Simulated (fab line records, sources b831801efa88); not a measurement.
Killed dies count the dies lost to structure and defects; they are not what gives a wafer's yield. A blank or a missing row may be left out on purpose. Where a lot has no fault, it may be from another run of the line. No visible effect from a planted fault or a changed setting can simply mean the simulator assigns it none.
Which tool is to blame? / flow gf180mcu / 18 wafers from 6 lots sampled at 3 of the route's 602 steps

== WHAT THE GAUGES SHOWED, per wafer ==
GF_PSD_TW_MEAS_11.
lot=L470; measured=day 14 22:02; on=filmMetro-03; PSD_TW=3238 3214 3225
lot=L473; measured=day 16 15:25; on=filmMetro-03; PSD_TW=3228 3215 3242
lot=L476; measured=day 17 04:52; on=filmMetro-03; PSD_TW=3248 3229 3223
lot=L478; measured=day 17 21:37; on=filmMetro-02; PSD_TW=3239 3227 3240
lot=L480; measured=day 18 15:29; on=filmMetro-04; PSD_TW=3170 3166 3160
lot=L491; measured=day 22 08:38; on=filmMetro-04; PSD_TW=3677 3665 3692 3672 3669 3702

== EACH LOT AND THE TOOL THAT RAN IT (in order: tool; ch and the chambers of the sampled wafers; start) ==
lot=L470; GF_NSD_STRIP_11=plasmaAsher-03 ch 0,1, day 14 00:12; GF_PSD_IMPLANT_09=implanter-04 ch 0, day 14 21:47
lot=L473; GF_NSD_STRIP_11=plasmaAsher-04 ch 0,1, day 15 13:13; GF_PSD_IMPLANT_09=implanter-02 ch 0, day 16 15:13
lot=L476; GF_NSD_STRIP_11=plasmaAsher-02 ch 0,1, day 16 05:50; GF_PSD_IMPLANT_09=implanter-04 ch 0, day 17 04:37
lot=L478; GF_NSD_STRIP_11=plasmaAsher-02 ch 0,1, day 16 22:26; GF_PSD_IMPLANT_09=implanter-04 ch 0, day 17 21:22
lot=L480; GF_NSD_STRIP_11=plasmaAsher-03 ch 0,1, day 17 15:44; GF_PSD_IMPLANT_09=implanter-02 ch 0, day 18 15:16
lot=L491; GF_NSD_STRIP_11=plasmaAsher-04 ch 0,1, day 21 08:44; GF_PSD_IMPLANT_09=implanter-04 ch 0, day 22 08:23
- GF_NSD_STRIP_11: strips in O2/N2.
- GF_PSD_IMPLANT_09

== THE ANSWER, worked out from the rows above alone ==
Rule: what is usual is taken from the lots themselves. Put in order of their means at a reading, lots are off if they are a third of the lots or fewer, leave a main group of 4 or more, and stand apart from it by a gap of 3 or more times the standard deviation of the main group's means; of several such gaps the widest counts. A main group is skipped when, at the precision printed for the reading in the tables above, its means are all equal. Also off: a lot with no number at a reading for which 4 or more lots have one. The other lots that the step has rows for count as sound.
Off: L491, seen at GF_PSD_TW_MEAS_11 (PSD_TW). Main group: mean 3218, sd 26.
A tool fits if, at a process step before that reading, it ran every lot that is off, and no sound lot after the first of them. The gauges at GF_PSD_TW_MEAS_11 are tried like those tools. Can't be told from this: 3 tools fit, plasmaAsher-04 at GF_NSD_STRIP_11, implanter-04 at GF_PSD_IMPLANT_09, filmMetro-04 at GF_PSD_TW_MEAS_11.

== WHAT HAD BEEN PUT IN BY THE SIMULATOR ==
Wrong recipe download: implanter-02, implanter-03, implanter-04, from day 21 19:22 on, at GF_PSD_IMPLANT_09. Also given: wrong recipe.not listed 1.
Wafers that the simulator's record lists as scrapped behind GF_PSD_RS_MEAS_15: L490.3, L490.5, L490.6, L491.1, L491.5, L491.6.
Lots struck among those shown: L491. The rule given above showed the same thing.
